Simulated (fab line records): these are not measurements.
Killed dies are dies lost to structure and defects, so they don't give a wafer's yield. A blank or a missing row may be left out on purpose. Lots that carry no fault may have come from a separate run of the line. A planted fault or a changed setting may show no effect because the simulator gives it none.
fab line records -- flow sky130
record: lots: 13, wafers: 38, last-day: 50
route steps=708 shown NWELL@67 VT_ADJUST_HVTP@91 VT_ADJUST_LVTN@104
lots that met no fault: taken from a fault-free run of the same line
start-h: hours from the record's opening day to when the first of the lot's shown wafers began -- wait-h: how many hours have passed since the lot's step before this one -- " repeats the value in the row above -- L1.1+2: one row covering several wafers at once -- - value missing, or start not given -- * or withheld: withheld -- < > ~ a bound
route shown NAME@n: a module of which the file shows steps, and the number in the route of the first -- usual: average and standard deviation across the fault-free wafers -- same: alike in all rows -- chamber/n: place in a boat -- sites: per-site readings -- _std_site: the standard deviation of these -- _edge_site: outer sites' mean less inner sites' -- radius-mm: how far each site lies from the wafer's centre -- mask NAME#n: copy n -- behind: the last tool/chamber to shape the wafer -- hold: reason for holding the lot/hours on hold/outcome of the hold -- device: the n, p or np transistor that did not switch -- end of line: the same wafers' tests at the end of the route -- a step given without rows: its recipe and nothing more -- killed: dies lost to structure and defects at the first sort, not the wafer's yield -- map: shows each die of a wafer: x if killed, . if not, _ if none is there
set.NAME: setting as actually run; set.NAME@STEP: the setting as run at that earlier step -- model.NAME: the simulator's own value behind a step, which no gauge read
the route's steps for a sample of lots (tables are steps, rows are wafers)
services: from which hour (start-h, from the record's first day; less than 0 if before it) a tool's chamber was out of use, for how many hours, and why
== steps ==
step: SKY_NWELL_STRIP_14
recipe: chemistry: O2/N2, power-w: 1400, pressure-mtorr: 1500, platen-temp-c: withheld, o2-flow-sccm: 3000, n2-flow-sccm: 300, overash-fraction: 0.5
usual: drypump-motor-current-A: 5.33/0.24, n2-flow-sccm: 300.0/0.88, oes-product-au: 0.723/0.0043, strip-time-to-endpoint-s: 36.86/0.081
lot.wafer,tool,chamber,start-h,wait-h,drypump-motor-current-A,n2-flow-sccm,oes-product-au,rf-hours-counter-h,strip-time-to-endpoint-s
L978.1,plasma-asher-01,1,83.51,0.1,5.56,299.4,0.718,39,36.87
L978.2,plasma-asher-01,0,83.51,0.1,5.13,301.6,0.720,39,36.85
L978.3,plasma-asher-01,0,83.51,0.1,5.14,301.1,0.724,-,36.96
L979.3,plasma-asher-02,1,89.21,0.1,5.14,300.2,0.721,-,36.96
L979.5,plasma-asher-02,1,89.21,0.1,5.16,299.4,0.723,-,36.98
L979.6,plasma-asher-02,0,89.21,0.1,5.63,300.9,0.723,-,36.89
L980.1,plasma-asher-01,1,102.26,0.1,5.54,297.8,0.722,41,36.94
L980.2,plasma-asher-01,0,102.26,0.1,5.14,300.5,0.725,41,36.84
L980.6,plasma-asher-01,1,102.26,0.1,5.54,298.5,0.728,-,36.89
L981.2,plasma-asher-02,1,106.58,0.1,5.14,300.8,0.725,42,36.87
L981.4,plasma-asher-02,1,106.58,0.1,5.17,299.3,0.721,-,36.92
L981.6,plasma-asher-02,0,106.58,0.1,5.63,301.5,0.719,-,36.82
L982.3,plasma-asher-01,1,114.02,0.1,5.52,300.3,0.716,-,36.88
L982.4,plasma-asher-01,0,114.02,0.1,5.16,300.1,0.723,-,36.90
L982.6,plasma-asher-01,1,114.02,0.1,5.53,299.3,0.730,-,36.90
L983.2,plasma-asher-03,1,118.18,0.1,4.95,300.0,0.728,0,36.84
L983.3,plasma-asher-03,1,118.18,0.1,4.96,300.4,0.722,-,36.91
L983.5,plasma-asher-03,0,118.18,0.1,5.45,299.4,0.717,-,36.81
L984.1,plasma-asher-01,0,123.29,0.1,5.15,298.7,0.722,43,36.84
L984.3,plasma-asher-01,0,123.29,0.1,5.16,299.6,0.714,-,36.90
L984.6,plasma-asher-01,1,123.29,0.1,5.55,299.8,0.721,-,36.93
L985.1,plasma-asher-01,1,127.08,0.1,5.56,301.8,0.722,43,36.90
L985.4,plasma-asher-01,0,127.08,0.1,5.15,298.5,0.722,-,36.86
L985.5,plasma-asher-01,0,127.08,0.1,5.15,298.2,0.722,-,36.92
L986.1,plasma-asher-01,1,134.19,0.1,5.57,299.2,0.722,44,36.87
L986.2,plasma-asher-01,0,134.19,0.1,5.14,300.9,0.720,44,36.89
L986.4,plasma-asher-01,1,134.19,0.1,5.57,300.7,0.725,-,36.88
L990.4,plasma-asher-03,1,155.89,0.1,4.92,299.4,0.721,-,36.78
L990.6,plasma-asher-03,1,155.89,0.1,4.93,299.9,0.722,-,36.93
L997.3,plasma-asher-02,0,199.42,0.1,5.65,299.0,0.723,-,36.79
L997.4,plasma-asher-02,1,199.42,0.1,5.15,301.0,0.717,-,36.84
L997.6,plasma-asher-02,1,199.42,0.1,5.14,299.1,0.730,-,36.86
L999.1,plasma-asher-02,0,209.56,0.1,5.66,300.2,0.727,52,36.91
L999.5,plasma-asher-02,1,209.56,0.1,5.13,301.2,0.717,-,36.84
L999.6,plasma-asher-02,0,209.56,0.1,5.67,298.9,0.717,-,36.80
L100.1,plasma-asher-01,0,211.38,0.1,5.17,299.9,0.724,52,36.81
L100.2,plasma-asher-01,1,211.38,0.1,5.57,300.6,0.725,52,36.68
L100.5,plasma-asher-01,0,211.38,0.1,5.15,299.2,0.731,-,36.80
step: SKY_NWELL_OVL_MEAS_23
usual: NWELL_01_OVL: 0.1/1.4
lot.wafer,tool,chamber,start-h,wait-h,NWELL_01_OVL[nm]
L978.1,overlay-01,-,100.52,-,0.4
L978.2,overlay-01,-,100.52,-,-0.5
L978.3,overlay-01,-,100.52,-,0.9
L979.3,overlay-02,-,107.16,-,-0.2
L979.5,overlay-02,-,107.16,-,0.0
L979.6,overlay-02,-,107.16,-,0.4
L980.1,overlay-02,-,120.74,-,1.5
L980.2,overlay-02,-,120.74,-,0.5
L980.6,overlay-02,-,120.74,-,1.2
L981.2,overlay-01,-,125.00,-,-0.7
L981.4,overlay-01,-,125.00,-,0.5
L981.6,overlay-01,-,125.00,-,-1.3
L982.3,overlay-02,-,132.75,-,1.9
L982.4,overlay-02,-,132.75,-,2.8
L982.6,overlay-02,-,132.75,-,-0.4
L983.2,overlay-01,-,136.93,-,0.6
L983.3,overlay-01,-,136.93,-,1.5
L983.5,overlay-01,-,136.93,-,0.5
L984.1,overlay-02,-,142.10,-,1.8
L984.3,overlay-02,-,142.10,-,-0.4
L984.6,overlay-02,-,142.10,-,0.8
L985.1,overlay-01,-,145.55,-,-1.8
L985.4,overlay-01,-,145.55,-,-1.2
L985.5,overlay-01,-,145.55,-,-1.1
L986.1,overlay-01,-,153.85,-,-0.9
L986.2,overlay-01,-,153.85,-,0.3
L986.4,overlay-01,-,153.85,-,-3.0
L990.4,overlay-01,-,176.37,-,-2.3
L990.6,overlay-01,-,176.37,-,-1.8
L997.3,overlay-02,-,220.76,-,2.7
L997.4,overlay-02,-,220.76,-,1.0
L997.6,overlay-02,-,220.76,-,0.8
L999.1,overlay-02,-,230.67,-,2.9
L999.5,overlay-02,-,230.67,-,2.0
L999.6,overlay-02,-,230.67,-,-0.5
L100.1,overlay-01,-,233.34,-,-0.9
L100.2,overlay-01,-,233.34,-,-2.3
L100.5,overlay-01,-,233.34,-,-1.6
step: SKY_VT_ADJUST_HVTP_DEVELOP_06
recipe: resist: NOVOLAK, developer: TMAH, develop-time-s: 60, dev-temp-c: 23
lot.wafer,tool,chamber,start-h,wait-h
L978.1+2+3,litho-track-03,0,119.64,0.1
L979.3+5+6,litho-track-01,0,125.84,0.1
L980.1+2+6,litho-track-04,0,140.15,0.1
L981.2+4+6,litho-track-01,0,144.12,0.1
L982.3+4+6,litho-track-01,0,152.99,0.1
L983.2+3+5,litho-track-04,0,157.32,0.1
L984.1+3+6,litho-track-03,0,162.84,0.1
L985.1+4+5,litho-track-01,0,165.69,0.1
L986.1+2+4,litho-track-03,0,174.24,0.1
L990.4+6,litho-track-03,0,198.92,0.1
L997.3+4+6,litho-track-04,0,243.85,0.1
L999.1+5+6,litho-track-04,0,254.35,0.1
L100.1+2+5,litho-track-04,0,257.25,0.1
step: SKY_VT_ADJUST_HVTP_CD_MEAS_07
recipe: target-cd-nm: 380
usual: cd-nm: 379.4/2.3
lot.wafer,tool,chamber,start-h,wait-h,cd-nm
L978.1,cd-sem-01,-,119.79,0.1,375.5
L978.2,cd-sem-01,-,119.79,0.1,377.4
L978.3,cd-sem-01,-,119.79,0.1,375.3
L979.3,cd-sem-01,-,125.98,0.1,377.7
L979.5,cd-sem-01,-,125.98,0.1,377.7
L979.6,cd-sem-01,-,125.98,0.1,377.8
L980.1,cd-sem-01,-,140.30,0.1,382.0
L980.2,cd-sem-01,-,140.30,0.1,378.1
L980.6,cd-sem-01,-,140.30,0.1,382.7
L981.2,cd-sem-01,-,144.26,0.1,377.7
L981.4,cd-sem-01,-,144.26,0.1,381.2
L981.6,cd-sem-01,-,144.26,0.1,380.8
L982.3,cd-sem-01,-,153.13,0.1,379.9
L982.4,cd-sem-01,-,153.13,0.1,379.1
L982.6,cd-sem-01,-,153.13,0.1,379.2
L983.2,cd-sem-02,-,157.47,0.1,377.3
L983.3,cd-sem-02,-,157.47,0.1,377.5
L983.5,cd-sem-02,-,157.47,0.1,378.6
L984.1,cd-sem-01,-,162.99,0.1,381.8
L984.3,cd-sem-01,-,162.99,0.1,382.0
L984.6,cd-sem-01,-,162.99,0.1,381.2
L985.1,cd-sem-02,-,165.84,0.1,379.0
L985.4,cd-sem-02,-,165.84,0.1,377.9
L985.5,cd-sem-02,-,165.84,0.1,379.2
L986.1,cd-sem-02,-,174.39,0.1,374.4
L986.2,cd-sem-02,-,174.39,0.1,375.5
L986.4,cd-sem-02,-,174.39,0.1,377.0
L990.4,cd-sem-02,-,199.05,0.1,258.0
L990.6,cd-sem-02,-,199.05,0.1,382.3
L997.3,cd-sem-02,-,244.05,0.2,385.2
L997.4,cd-sem-02,-,244.05,0.2,382.0
L997.6,cd-sem-02,-,244.05,0.2,384.9
L999.1,cd-sem-01,-,254.50,0.1,378.3
L999.5,cd-sem-01,-,254.50,0.1,382.6
L999.6,cd-sem-01,-,254.50,0.1,380.8
L100.1,cd-sem-01,-,257.40,0.1,376.7
L100.2,cd-sem-01,-,257.40,0.1,377.7
L100.5,cd-sem-01,-,257.40,0.1,378.1
step: SKY_VT_ADJUST_LVTN_OVL_MEAS_07
usual: VT_ADJUST_LVTN_OVL: 0.1/1.7
lot.wafer,tool,chamber,start-h,wait-h,VT_ADJUST_LVTN_OVL[nm]
L978.1,overlay-01,-,138.52,-,-1.4
L978.2,overlay-01,-,138.52,-,0.4
L978.3,overlay-01,-,138.52,-,-0.5
L979.3,overlay-02,-,145.21,-,3.5
L979.5,overlay-02,-,145.21,-,1.1
L979.6,overlay-02,-,145.21,-,2.0
L980.1,overlay-01,-,160.47,-,-0.3
L980.2,overlay-01,-,160.47,-,-0.1
L980.6,overlay-01,-,160.47,-,0.5
L981.2,overlay-01,-,164.08,-,-0.6
L981.4,overlay-01,-,164.08,-,-0.2
L981.6,overlay-01,-,164.08,-,-1.4
L982.3,overlay-02,-,173.50,-,0.8
L982.4,overlay-02,-,173.50,-,0.5
L982.6,overlay-02,-,173.50,-,1.3
L983.2,overlay-02,-,177.90,-,1.9
L983.3,overlay-02,-,177.90,-,2.2
L983.5,overlay-02,-,177.90,-,6.2
L984.1,overlay-02,-,184.25,-,-1.6
L984.3,overlay-02,-,184.25,-,-1.9
L984.6,overlay-02,-,184.25,-,-0.8
L985.1,overlay-01,-,187.15,-,-3.4
L985.4,overlay-01,-,187.15,-,-1.7
L985.5,overlay-01,-,187.15,-,-1.6
L986.1,overlay-02,-,196.52,-,2.5
L986.2,overlay-02,-,196.52,-,3.3
L986.4,overlay-02,-,196.52,-,0.8
L990.4,overlay-02,-,220.19,-,1.9
L990.6,overlay-02,-,220.19,-,1.3
L997.3,overlay-01,-,268.43,-,1.5
L997.4,overlay-01,-,268.43,-,2.9
L997.6,overlay-01,-,268.43,-,-0.1
L999.1,overlay-02,-,279.05,-,-0.5
L999.5,overlay-02,-,279.05,-,-1.9
L999.6,overlay-02,-,279.05,-,-1.4
L100.1,overlay-01,-,281.82,-,-0.7
L100.2,overlay-01,-,281.82,-,0.0
L100.5,overlay-01,-,281.82,-,-1.0
== services ==
tool,chamber,start-h,hours,kind
plasma-asher-01,-,67.37,2.0,repair
plasma-asher-03,-,102.17,2.3,repair
plasma-asher-03,-,108.75,9.0,pm
plasma-asher-03,0,108.75,9.0,vent-cycle
plasma-asher-03,1,108.75,9.0,vent-cycle
plasma-asher-03,0,117.75,-,clean
plasma-asher-03,1,117.75,-,clean
litho-track-04,-,120.01,-,consumable-replace:filter
plasma-asher-01,-,249.75,5.9,repair
== key ==
first-sign: step: SKY_VT_ADJUST_HVTP_CD_MEAS_07, reading: cd-nm, direction: down, sigmas: 53, usual: 379.4, struck: 258.0
effect none on later readings
met-at SKY_VT_ADJUST_HVTP_DEVELOP_06
struck-lots L990
struck-wafers L990.4
tester-left-out L990
not-acting-at SKY_NWELL_STRIP_14,SKY_NWELL_OVL_MEAS_23,SKY_VT_ADJUST_LVTN_OVL_MEAS_07
onset-between 174.24 198.92
fault: kind: process-parameter-drift, tool: litho-track-03, chamber: -, onset-h: 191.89, steps: SKY_VT_ADJUST_HVTP_DEVELOP_06, channel: develop-time-s, offset: *, shape: step, end-h: 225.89, scope: struck-wafers-only, acts-in: *, stated: *
tester-left-out: of these lots the tester's yield and bins aren't shown, on N5 and GAA mostly nor the transistor test; their killed dies are dies lost to structure and defects alone, not to doping, threshold or leakage, so they don't give the yield
